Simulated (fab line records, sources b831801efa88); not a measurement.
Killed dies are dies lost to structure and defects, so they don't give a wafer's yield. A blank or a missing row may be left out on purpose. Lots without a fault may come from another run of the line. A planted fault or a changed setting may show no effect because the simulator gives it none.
Which tool did it? | flow gf180mcu | 7 lots, 21 wafers sampled, at 2 steps of a route of 602

WHAT THE GAUGES READ, wafer by wafer
GF_VT_IMPLANT_RS_MEAS_46: measures by four-point-probe.
lot  | measured     | on            | MVSD_RS (ohm/sq)
L905 | day 8 11:00  | film_metro-01 | 456.7 457.8 458.1
L909 | day 9 14:02  | film_metro-02 | 457.1 456.8 456.5
L913 | day 10 14:38 | film_metro-01 | 456.8 456.5 456.9
L916 | day 11 08:20 | film_metro-04 | 458.2 458.4 457.3
L918 | day 11 22:26 | film_metro-02 | 456.1 456.4 456.0
L924 | day 13 13:36 | film_metro-04 | 456.7 458.0 457.7
L926 | day 14 00:33 | film_metro-01 | 458.0 458.9 457.4

WHICH TOOL RAN EACH LOT (tool, then ch and the chambers of the sampled wafers, then the start)
lot  | GF_VT_IMPLANT_STRIP_31
L905 | plasma_asher-04 ch 0,1, day 7 17:49
L909 | plasma_asher-01 ch 0,1, day 8 19:52
L913 | plasma_asher-02 ch 0,1, day 9 19:55
L916 | plasma_asher-02 ch 0,1, day 10 13:23
L918 | plasma_asher-01 ch 0,1, day 11 04:13
L924 | plasma_asher-02 ch 0,1, day 12 17:38
L926 | plasma_asher-04 ch 0,1, day 13 04:04
- GF_VT_IMPLANT_STRIP_31: strips in O2/N2.

THE ANSWER, worked out from the rows above alone
Rule: what is usual is taken from the lots themselves. Put in order of their means at a reading, lots are off if they are a third of the lots or fewer, leave a main group of 4 or more, and stand apart from it by a gap of 3 or more times the standard deviation of the main group's means; of several such gaps the widest counts. A main group whose means are all the same, to the digits that the tables above print for the reading, isn't used. A lot without any number at a reading at which 4 lots or more have one is off too. The other lots that the step has rows for count as sound.
No lot is off at any reading shown: from this, nothing can be told.

WHAT THE SIMULATOR HAD PUT IN
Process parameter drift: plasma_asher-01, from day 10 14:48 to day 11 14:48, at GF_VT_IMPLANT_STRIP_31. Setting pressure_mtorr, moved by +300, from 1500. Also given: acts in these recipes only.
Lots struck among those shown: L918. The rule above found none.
